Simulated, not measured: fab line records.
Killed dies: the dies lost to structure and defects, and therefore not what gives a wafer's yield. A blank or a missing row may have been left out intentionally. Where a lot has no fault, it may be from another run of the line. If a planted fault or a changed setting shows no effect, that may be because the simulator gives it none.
fab line records    flow sky130
[record] lots = 6  wafers = 18  last_day = 50
route steps=708 shown VT_ADJUST_LVTN@104 VT_ADJUST_NCORE@119 PAD_OPEN@708
lots with no fault: from the same line, run without faults
start_h: the number of hours between the record's first day and the start of the first shown wafer of the lot    wait_h: hours from the lot's prior step to this one    " same as the row above    L1.1+2: several wafers, shown together as one row    - no value, or no start given    * or withheld: withheld    < > ~ a bound
route shown NAME@n: a module of which the file shows steps, and the number in the route of the first    usual: mean and standard deviation over wafers with no fault    same: alike in all rows    chamber/n: place in a boat    sites: readings site by site    _std_site: their standard deviation    _edge_site: the outer-site mean with the inner-site mean subtracted    radius_mm: for every site, how far away it sits from the centre of the wafer    mask NAME#n: copy n    behind: the last tool/chamber to shape the wafer    hold: what put the lot on hold/how long, in hours/how the hold closed    device: the n, p or np transistor that did not switch    end of line: tests run on the same wafers once the route is complete    step lacking rows: just its recipe    killed: the dies lost at the first sort to structure and to defects; this is not the yield of the wafer    map: the dies of a wafer, with x for killed, . for not killed, _ for no die there
set.NAME: the run value of the setting; set.NAME@STEP: its run value at that earlier step    model.NAME: the simulator's own value behind a step, which no gauge read
lots at selected steps of the route; one table per step, one row per wafer
services: from which hour (start_h, from the record's first day; less than 0 if before it) a tool's chamber was out of use, for how many hours, and why
[[steps]]
[step SKY_VT_ADJUST_LVTN_OVL_MEAS_07]
[usual] VT_ADJUST_LVTN_OVL = -0.5/1.2
lot.wafer  tool        chamber  start_h  wait_h  VT_ADJUST_LVTN_OVL[nm]
L953.2     overlay-02  -        172.65   -       -1.1
L953.4     "           -        "        "       1.2
L953.5     "           -        "        "       1.0
L956.1     overlay-01  -        194.18   -       1.0
L956.3     "           -        "        "       1.6
L956.4     "           -        "        "       0.3
L958.2     overlay-01  -        211.80   -       -2.4
L958.4     "           -        "        "       -2.7
L958.6     "           -        "        "       -2.0
L959.1     overlay-01  -        223.14   -       -1.0
L959.2     "           -        "        "       0.9
L959.5     "           -        "        "       -2.6
L963.2     overlay-01  -        242.10   -       -1.6
L963.3     "           -        "        "       -0.8
L963.6     "           -        "        "       0.1
L968.1     overlay-02  -        274.59   -       0.4
L968.2     "           -        "        "       -0.4
L968.4     "           -        "        "       -0.7
[step SKY_VT_ADJUST_LVTN_IMPLANT_08]
[recipe] species = B  energy_kev = 30.19  dose_cm2 = 1.57e+12  tilt_deg = withheld
[step SKY_VT_ADJUST_LVTN_STRIP_09]
[recipe] chemistry = O2/N2  power_w = 1400  pressure_mtorr = 1500  platen_temp_c = withheld  o2_flow_sccm = 3000  n2_flow_sccm = 300  overash_fraction = 0.5
[usual] drypump_motor_current_A = 5.6/0.47  oes_product_au = 0.722/0.0048  strip_time_to_endpoint_s = 36.92/0.11
lot.wafer  tool             chamber  start_h  wait_h  drypump_motor_current_A  oes_product_au  rf_hours_counter_h  strip_time_to_endpoint_s
L953.2     plasma_asher-01  0        172.83   0.1     5.4                      0.718           5                   37.02
L953.4     "                1        "        "       6.2                      0.722           -                   37.02
L953.5     "                1        "        "       6.2                      0.716           -                   36.95
L956.1     plasma_asher-02  0        194.36   0.1     5.2                      0.718           39                  37.01
L956.3     "                1        "        "       5.2                      0.717           -                   36.98
L956.4     "                0        "        "       5.1                      0.719           -                   37.06
L958.2     plasma_asher-02  1        211.98   0.1     5.2                      0.722           41                  36.82
L958.4     "                0        "        "       5.2                      0.726           -                   36.80
L958.6     "                1        "        "       5.2                      0.720           -                   36.67
L959.1     plasma_asher-01  1        223.33   0.1     6.2                      0.728           9                   36.91
L959.2     "                0        "        "       5.4                      0.734           9                   36.94
L959.5     "                1        "        "       6.2                      0.723           -                   37.01
L963.2     plasma_asher-03  1        242.28   0.1     5.9                      0.723           55                  36.80
L963.3     "                1        "        "       5.9                      0.716           -                   36.82
L963.6     "                1        "        "       5.9                      0.721           -                   36.81
L968.1     plasma_asher-03  0        274.78   0.1     6.3                      0.716           58                  37.09
L968.2     "                1        "        "       5.9                      0.727           58                  37.09
L968.4     "                0        "        "       6.3                      0.723           -                   37.04
[step SKY_VT_ADJUST_LVTN_TW_MEAS_10]
[usual] VT_ADJUST_LVTN_TW = 241.6/1.5
lot.wafer  tool           chamber  start_h  wait_h  VT_ADJUST_LVTN_TW
L953.2     film_metro-04  -        172.94   0.1     241.7
L953.4     "              -        "        "       241.9
L953.5     "              -        "        "       242.2
L956.1     film_metro-01  -        194.46   0.1     241.3
L956.3     "              -        "        "       240.3
L956.4     "              -        "        "       240.9
L958.2     film_metro-03  -        212.09   0.1     240.3
L958.4     "              -        "        "       241.2
L958.6     "              -        "        "       242.3
L959.1     film_metro-01  -        223.43   0.1     242.8
L959.2     "              -        "        "       241.6
L959.5     "              -        "        "       241.2
L963.2     film_metro-04  -        242.39   0.1     241.5
L963.3     "              -        "        "       242.2
L963.6     "              -        "        "       243.9
L968.1     film_metro-04  -        274.88   0.1     243.5
L968.2     "              -        "        "       244.0
L968.4     "              -        "        "       244.7
[step SKY_VT_ADJUST_LVTN_DEHYDRATE_11]
[recipe] temp_c = 200  time_s = 60
[step SKY_VT_ADJUST_LVTN_HMDS_12]
[recipe] prime_time_s = 60  prime_temp_c = 120
[step SKY_VT_ADJUST_LVTN_COAT_13]
[recipe] resist = NOVOLAK  spin_rpm = 3000  resist_thk_nm = 1148
[step SKY_VT_ADJUST_LVTN_SOFTBAKE_14]
[recipe] temp_c = 90  time_s = 60  resist = NOVOLAK
[step SKY_VT_ADJUST_LVTN_EXPOSE_15]
[recipe] mask_id = HVN_STD_DERIVED  na = 0.6  source_shape = conventional  sigma_outer = 0.6  polarization = unpolarized  target_cd_nm = 600  dose_mj = 163
[step SKY_VT_ADJUST_LVTN_PEB_16]
[recipe] temp_c = withheld  time_s = *  resist = NOVOLAK
[step SKY_VT_ADJUST_LVTN_DEVELOP_17]
[recipe] resist = NOVOLAK  developer = TMAH  develop_time_s = 60  dev_temp_c = 23
[step SKY_VT_ADJUST_LVTN_OVL_MEAS_18]
[usual] VT_ADJUST_LVTN_01_OVL = 0.1/1.2
lot.wafer  tool        chamber  start_h  wait_h  VT_ADJUST_LVTN_01_OVL[nm]
L953.2     overlay-02  -        194.50   0.1     0.7
L953.4     "           -        "        "       -0.7
L953.5     "           -        "        "       -0.5
L956.1     overlay-01  -        215.04   0.1     -1.9
L956.3     "           -        "        "       -2.3
L956.4     "           -        "        "       -2.3
L958.2     overlay-01  -        234.55   0.1     1.7
L958.4     "           -        "        "       -0.4
L958.6     "           -        "        "       0.8
L959.1     overlay-01  -        246.49   0.1     -0.8
L959.2     "           -        "        "       -0.7
L959.5     "           -        "        "       -0.4
L963.2     overlay-01  -        266.20   0.1     0.9
L963.3     "           -        "        "       0.1
L963.6     "           -        "        "       1.1
L968.1     overlay-02  -        300.88   0.1     -2.1
L968.2     "           -        "        "       -1.1
L968.4     "           -        "        "       -0.5
[step SKY_VT_ADJUST_LVTN_IMPLANT_19]
[recipe] species = B  energy_kev = 30  dose_cm2 = 6.5e+11  tilt_deg = withheld
[usual] dose_ions_cm2 = 6.5e+11/8.2e+08  faraday_current_uA = 3.65/0.08
lot.wafer  tool          chamber  start_h  wait_h  dose_ions_cm2  faraday_current_uA
L953.2     implanter-02  0        194.55   0.0     6.513e+11      3.63
L953.4     "             0        "        "       6.506e+11      3.72
L953.5     "             0        "        "       6.514e+11      3.59
L956.1     implanter-04  0        215.08   0.0     6.492e+11      3.59
L956.3     "             0        "        "       6.499e+11      3.59
L956.4     "             0        "        "       6.491e+11      3.44
L958.2     implanter-04  0        234.60   0.0     4.254e+11      2.39
L958.4     "             0        "        "       4.262e+11      2.35
L958.6     "             0        "        "       4.252e+11      2.32
L959.1     implanter-04  0        246.53   0.0     4.26e+11       2.31
L959.2     "             0        "        "       4.253e+11      2.41
L959.5     "             0        "        "       4.256e+11      2.34
L963.2     implanter-01  0        266.25   0.0     6.514e+11      3.73
L963.3     "             0        "        "       6.509e+11      3.67
L963.6     "             0        "        "       6.507e+11      3.77
L968.1     implanter-01  0        300.91   0.0     6.497e+11      3.60
L968.2     "             0        "        "       6.509e+11      3.69
L968.4     "             0        "        "       6.5e+11        3.61
[step SKY_VT_ADJUST_LVTN_STRIP_20]
[recipe] chemistry = O2/N2  power_w = 1400  pressure_mtorr = 1500  platen_temp_c = withheld  o2_flow_sccm = 3000  n2_flow_sccm = 300  overash_fraction = 0.5
[usual] drypump_motor_current_A = 5.6/0.46  oes_product_au = 0.716/0.0045  strip_time_to_endpoint_s = 14.26/0.031
lot.wafer  tool             chamber  start_h  wait_h  drypump_motor_current_A  oes_product_au  rf_hours_counter_h  strip_time_to_endpoint_s
L953.2     plasma_asher-01  1        194.68   0.1     6.2                      0.713           7                   14.25
L953.4     "                0        "        "       5.4                      0.715           -                   14.26
L953.5     "                0        "        "       5.4                      0.722           -                   14.30
L956.1     plasma_asher-02  1        215.23   0.1     5.2                      0.721           41                  14.28
L956.3     "                0        "        "       5.1                      0.709           -                   14.26
L956.4     "                1        "        "       5.2                      0.717           -                   14.28
L958.2     plasma_asher-03  0        234.73   0.1     6.3                      0.715           54                  14.26
L958.4     "                1        "        "       5.9                      0.705           -                   14.28
L958.6     "                1        "        "       5.9                      0.710           -                   14.28
L959.1     plasma_asher-01  0        246.68   0.1     5.4                      0.720           11                  14.28
L959.2     "                1        "        "       6.2                      0.709           11                  14.27
L959.5     "                0        "        "       5.4                      0.716           -                   14.26
L963.2     plasma_asher-01  0        266.38   0.1     5.4                      0.713           13                  14.24
L963.3     "                1        "        "       6.2                      0.711           -                   14.21
L963.6     "                0        "        "       5.4                      0.716           -                   14.26
L968.1     plasma_asher-02  0        301.06   0.1     5.1                      0.708           50                  14.25
L968.2     "                1        "        "       5.2                      0.716           50                  14.31
L968.4     "                1        "        "       5.2                      0.715           -                   14.24
[step SKY_VT_ADJUST_LVTN_TW_MEAS_21]
[usual] VT_ADJUST_LVTN_2_TW = 187.7/1.6
lot.wafer  tool           chamber  start_h  wait_h  VT_ADJUST_LVTN_2_TW
L953.2     film_metro-04  -        194.79   0.1     189.4
L953.4     "              -        "        "       189.5
L953.5     "              -        "        "       189.7
L956.1     film_metro-04  -        215.33   0.1     190.6
L956.3     "              -        "        "       189.7
L956.4     "              -        "        "       188.8
L958.2     film_metro-04  -        234.84   0.1     166.7
L958.4     "              -        "        "       166.7
L958.6     "              -        "        "       168.0
L959.1     film_metro-03  -        246.78   0.1     165.3
L959.2     "              -        "        "       165.1
L959.5     "              -        "        "       165.8
L963.2     film_metro-04  -        266.49   0.1     190.5
L963.3     "              -        "        "       189.2
L963.6     "              -        "        "       189.1
L968.1     film_metro-03  -        301.16   0.1     184.5
L968.2     "              -        "        "       185.1
L968.4     "              -        "        "       185.1
[step SKY_VT_ADJUST_NCORE_DEHYDRATE_00]
[recipe] temp_c = 200  time_s = 60
[step SKY_PAD_OPEN_PROBE_99]
[usual] killed_at_M0_to_M3 = 43/7.7  killed_at_M4_up = 3.4/1.9  killed_at_contacts = 25/5.6  killed_at_front_end = 14/4.3  killed_at_other = 0.2/0.5  killed_dies = 86/10  killed_open = 47/7.2  killed_short = 39/6.7
[same] gross_dies = 492  killed_at_back_side = 0
lot.wafer  tool       chamber  start_h  wait_h  killed_at_M0_to_M3  killed_at_M4_up  killed_at_contacts  killed_at_front_end  killed_at_other  killed_dies  killed_open  killed_short  model.etest.res_pwell_under_gate.rs_ohm_sq  model.etest.nfet_16v.body_rise_v  model.etest.nfet_g5v0d10v5.body_rise_v  model.etest.nfet_g5v0d10v5.vt_sat_v  model.etest.nfet_g5v0d10v5.vt_v
L953.2     prober-01  -        1109.16  0.1     50                  3                14                  18                   0                85           41           44            2312                                        0.666                             0.6655                                  0.7662                               0.8237
L953.4     prober-01  -        1109.26  0.2     45                  5                28                  15                   0                93           57           36            2302                                        0.6665                            0.6675                                  0.7739                               0.8324
L953.5     prober-01  -        1109.31  0.2     49                  2                23                  13                   0                87           49           38            2306                                        0.6667                            0.6683                                  0.7826                               0.8369
L956.1     prober-02  -        1129.54  0.1     37                  2                16                  13                   1                69           35           34            2294                                        0.6707                            0.6714                                  0.7676                               0.8209
L956.3     prober-02  -        1129.64  0.2     40                  4                25                  13                   0                82           57           25            2293                                        0.68                              0.6785                                  0.7692                               0.8267
L956.4     prober-02  -        1129.69  0.2     30                  5                23                  9                    0                67           36           31            2292                                        0.6723                            0.6743                                  0.7705                               0.8277
L958.2     prober-02  -        1143.19  0.1     52                  3                16                  10                   1                82           54           28            2318                                        0.6612                            0.6642                                  0.7632                               0.8282
L958.4     prober-02  -        1143.29  0.2     31                  3                20                  9                    0                63           34           29            2300                                        0.6524                            0.651                                   0.7347                               0.8009
L958.6     prober-02  -        1143.39  0.2     48                  1                27                  5                    0                81           54           27            2324                                        0.6578                            0.6548                                  0.7562                               0.8216
L959.1     prober-01  -        1153.21  0.1     34                  6                27                  9                    0                76           43           33            2333                                        0.6436                            0.6418                                  0.7496                               0.811
L959.2     prober-01  -        1153.26  0.1     54                  7                12                  11                   0                84           47           37            2308                                        0.6367                            0.6368                                  0.7376                               0.7998
L959.5     prober-01  -        1153.41  0.2     37                  3                22                  11                   0                73           40           33            2343                                        0.633                             0.6325                                  0.7348                               0.7929
L963.2     prober-02  -        1174.95  0.1     59                  6                24                  15                   0                104          49           55            2311                                        0.6525                            0.6512                                  0.7422                               0.8008
L963.3     prober-02  -        1175.00  0.2     50                  2                22                  20                   0                94           54           40            2299                                        0.6521                            0.6535                                  0.7493                               0.8051
L963.6     prober-02  -        1175.15  0.2     49                  0                28                  11                   1                89           50           39            2293                                        0.6569                            0.6587                                  0.7628                               0.8213
L968.1     prober-02  -        1189.35  0.1     50                  5                28                  12                   0                95           47           48            2273                                        0.6807                            0.6803                                  0.7877                               0.8503
L968.2     prober-02  -        1189.40  0.1     45                  2                29                  11                   0                87           46           41            2294                                        0.6752                            0.6722                                  0.7777                               0.8346
L968.4     prober-02  -        1189.50  0.2     48                  5                26                  8                    1                88           46           42            2283                                        0.6715                            0.671                                   0.7664                               0.8293
// killed by level:class
L953.2 VIA2:geometric_particle:open=8 VIA1:geometric_particle:open=8 FIELD_ISO:geometric_particle:open=6 METAL1:geometric_particle:short=6 METAL3:geometric_particle:short=6 VIA3:geometric_particle:short=5 POLY_GATE:geometric_particle:open=5 METAL2:geometric_particle:short=5
L953.4 VIA1:geometric_particle:open=15 CONTACT:geometric_particle:open=12 VIA3:geometric_particle:open=10 FIELD_ISO:geometric_particle:short=7 VIA2:geometric_particle:open=7 LI_CONTACT:geometric_particle:open=6 LI_CONTACT:geometric_particle:short=5 POLY_GATE:geometric_particle:open=4
L953.5 VIA1:geometric_particle:open=10 VIA3:geometric_particle:open=10 VIA2:geometric_particle:open=7 VIA2:geometric_particle:short=6 CONTACT:geometric_particle:open=6 LOCAL_INTERCONNECT:geometric_particle:short=5 LI_CONTACT:geometric_particle:open=4 METAL1:geometric_particle:short=4
L956.1 VIA1:geometric_particle:open=11 FIELD_ISO:geometric_particle:short=5 METAL2:geometric_particle:short=5 LI_CONTACT:geometric_particle:open=5 METAL1:geometric_particle:short=5 CONTACT:geometric_particle:open=5 VIA3:geometric_particle:open=5 VIA1:geometric_particle:short=4
L956.3 VIA1:geometric_particle:open=18 CONTACT:geometric_particle:open=9 LI_CONTACT:geometric_particle:open=6 FIELD_ISO:geometric_particle:open=5 VIA2:geometric_particle:open=4 LOCAL_INTERCONNECT:geometric_particle:short=4 METAL1:geometric_particle:short=4 FIELD_ISO:geometric_particle:short=3
L956.4 VIA1:geometric_particle:open=9 LI_CONTACT:geometric_particle:open=6 METAL4:geometric_particle:short=5 LOCAL_INTERCONNECT:geometric_particle:short=5 CONTACT:geometric_particle:open=5 FIELD_ISO:geometric_particle:open=4 VIA3:geometric_particle:open=4 CONTACT:geometric_particle:short=4
L958.2 VIA1:geometric_particle:open=15 VIA3:geometric_particle:open=13 VIA1:geometric_particle:short=7 CONTACT:geometric_particle:open=6 VIA2:geometric_particle:open=6 LI_CONTACT:geometric_particle:open=5 FIELD_ISO:geometric_particle:open=4 CONTACT:geometric_particle:short=3
L958.4 LI_CONTACT:geometric_particle:open=7 VIA1:geometric_particle:open=5 VIA3:geometric_particle:open=5 METAL1:geometric_particle:short=5 METAL2:geometric_particle:short=5 VIA2:geometric_particle:open=5 FIELD_ISO:geometric_particle:open=4 LI_CONTACT:geometric_particle:short=4
L958.6 VIA1:geometric_particle:open=18 CONTACT:geometric_particle:open=8 LI_CONTACT:geometric_particle:open=8 VIA2:geometric_particle:open=8 VIA3:geometric_particle:open=6 METAL2:geometric_particle:short=5 LOCAL_INTERCONNECT:geometric_particle:short=4 CONTACT:geometric_particle:short=3
L959.1 VIA1:geometric_particle:open=12 LI_CONTACT:geometric_particle:open=11 CONTACT:geometric_particle:open=6 LOCAL_INTERCONNECT:geometric_particle:short=5 VIA2:geometric_particle:open=5 METAL4:geometric_particle:short=5 CONTACT:geometric_particle:short=4 VIA1:geometric_particle:short=4
L959.2 VIA2:geometric_particle:open=12 VIA1:geometric_particle:open=9 METAL1:geometric_particle:short=8 VIA3:geometric_particle:open=8 METAL4:geometric_particle:short=5 CONTACT:geometric_particle:open=4 VIA2:geometric_particle:short=4 VIA3:geometric_particle:short=4
L959.5 VIA1:geometric_particle:open=9 CONTACT:geometric_particle:open=8 LI_CONTACT:geometric_particle:open=7 VIA1:geometric_particle:short=5 METAL2:geometric_particle:short=5 VIA2:geometric_particle:open=5 POLY_GATE:geometric_particle:short=4 METAL1:geometric_particle:short=4
L963.2 VIA1:geometric_particle:open=14 METAL2:geometric_particle:short=11 CONTACT:geometric_particle:open=7 METAL1:geometric_particle:short=7 CONTACT:geometric_particle:short=6 FIELD_ISO:geometric_particle:open=5 METAL4:geometric_particle:short=5 LI_CONTACT:geometric_particle:open=5
L963.3 VIA1:geometric_particle:open=15 CONTACT:geometric_particle:open=8 METAL2:geometric_particle:short=8 VIA1:geometric_particle:short=7 VIA2:geometric_particle:open=7 FIELD_ISO:geometric_particle:open=6 POLY_GATE:geometric_particle:short=6 VIA3:geometric_particle:open=6
L963.6 CONTACT:geometric_particle:open=16 VIA1:geometric_particle:open=9 VIA3:geometric_particle:open=7 CONTACT:geometric_particle:short=6 VIA2:geometric_particle:short=5 VIA2:geometric_particle:open=5 METAL3:geometric_particle:short=5 METAL2:geometric_particle:short=5
L968.1 VIA1:geometric_particle:open=12 CONTACT:geometric_particle:open=12 CONTACT:geometric_particle:short=9 VIA1:geometric_particle:short=8 VIA2:geometric_particle:short=8 METAL2:geometric_particle:short=6 FIELD_ISO:geometric_particle:open=5 VIA2:geometric_particle:open=4
L968.2 VIA1:geometric_particle:open=11 CONTACT:geometric_particle:open=10 LI_CONTACT:geometric_particle:open=8 VIA2:geometric_particle:open=7 METAL2:geometric_particle:short=6 VIA2:geometric_particle:short=6 LOCAL_INTERCONNECT:geometric_particle:short=5 METAL1:geometric_particle:short=5
L968.4 VIA1:geometric_particle:open=10 CONTACT:geometric_particle:open=9 CONTACT:geometric_particle:short=8 VIA2:geometric_particle:open=8 VIA3:geometric_particle:open=7 VIA1:geometric_particle:short=5 VIA2:geometric_particle:short=4 FIELD_ISO:geometric_particle:open=3
[[services]]
tool             chamber  start_h  hours  kind
implanter-01     -        164.39   3.7    repair
plasma_asher-01  -        201.45   14.6   pm
implanter-01     -        215.34   1.3    repair
plasma_asher-02  -        238.85   1.7    repair
implanter-02     -        264.97   0.7    repair
plasma_asher-02  -        281.11   0.3    repair
plasma_asher-03  -        289.90   7.0    repair
[[key]]
[first_sign] step = SKY_VT_ADJUST_LVTN_IMPLANT_19  reading = dose_ions_cm2  direction = down  sigmas = 99+  usual = *  struck = *
[effect] step = SKY_VT_ADJUST_LVTN_IMPLANT_19  reading = faraday_current_uA  direction = down  sigmas = 16  usual = 3.65  struck = 2.35
[effect] step = SKY_VT_ADJUST_LVTN_TW_MEAS_21  reading = VT_ADJUST_LVTN_2_TW  direction = down  sigmas = 13  usual = 187.7  struck = 166.3
[model_effect] step = SKY_PAD_OPEN_PROBE_99  value = etest.res_pwell_under_gate.rs_ohm_sq  without = 2279  struck = 2321
met_at SKY_VT_ADJUST_LVTN_IMPLANT_19
struck_wafers L958.2,L958.4,L958.6,L959.1,L959.2,L959.5
tester_left_out L958,L959
onset_between 215.08 234.60
[fault] kind = process_parameter_drift  tool = implanter-04  chamber = -  onset_h = 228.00  steps = SKY_VT_ADJUST_LVTN_IMPLANT_19  channel = dose_cm2  offset = *  shape = step  end_h = 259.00  acts_in = *  stated = *
// tester_left_out: of these lots the tester's yield and bins aren't shown, on N5 and GAA mostly nor the transistor test; their killed dies are dies lost to structure and defects alone, not to doping, threshold or leakage, so they don't give the yield
